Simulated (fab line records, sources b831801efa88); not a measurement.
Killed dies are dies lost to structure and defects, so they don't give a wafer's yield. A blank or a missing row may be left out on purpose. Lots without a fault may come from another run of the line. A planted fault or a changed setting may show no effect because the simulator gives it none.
Chamber matching | flow gf180mcu | GF_V4_CVD_02 on pecvd-02: 3 sister chambers
The step deposits SiO2 from TEOS, target thk 850 nm, time 94.851 s. 14 wafers are shown with their chamber, then 7 later ones without.

WAFERS WITH THEIR CHAMBER
wafer  | chamber | heater_power_w (W)
L602.3 | 1       | 701
L602.4 | 1       | 733
L602.6 | 0       | 758
L606.2 | 2       | 628
L606.4 | 0       | 803
L606.5 | 1       | 695
L614.2 | 0       | 702
L614.5 | 0       | 779
L614.6 | 1       | 785
L615.2 | 1       | 755
L615.3 | 2       | 605
L615.5 | 2       | 650
L617.1 | 0       | 816
L617.2 | 2       | 682

SIGNATURES (means of the wafers above)
reading        | chamber 0 | chamber 1 | chamber 2 | scatter within a chamber
heater_power_w | 771.60    | 733.80    | 641.25    | 39.2
Rule: a wafer's distance from a chamber is the root of the sum, over the readings, of the square of ((its reading less the chamber's mean) divided by the reading's scatter). The wafer belongs to the nearest chamber; if the next one is less than 2 further off, it can't be placed. The scatter: the root of (the sum of the squares of (reading less its chamber's mean) over the shown wafers, divided by (wafers less chambers)).

WAFERS WITHOUT THEIR CHAMBER
wafer  | heater_power_w (W)
L617.4 | 685
L622.3 | 776
L622.4 | 683
L622.5 | 778
L623.1 | 773
L623.2 | 596
L623.4 | 652

WHICH CHAMBER EACH WENT THROUGH
wafer  | from the rows above          | in truth
L617.4 | can't be placed: 2 or 1 or 0 | 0
L622.3 | can't be placed: 0 or 1      | 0
L622.4 | can't be placed: 2 or 1 or 0 | 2
L622.5 | can't be placed: 0 or 1      | 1
L623.1 | can't be placed: 0 or 1      | 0
L623.2 | 2                            | 2
L623.4 | can't be placed: 2 or 1      | 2
Placed correctly: 1 of 7. Can't be placed from these rows: 6 (the true chamber is among the candidates in 6). Placed wrongly: 0.
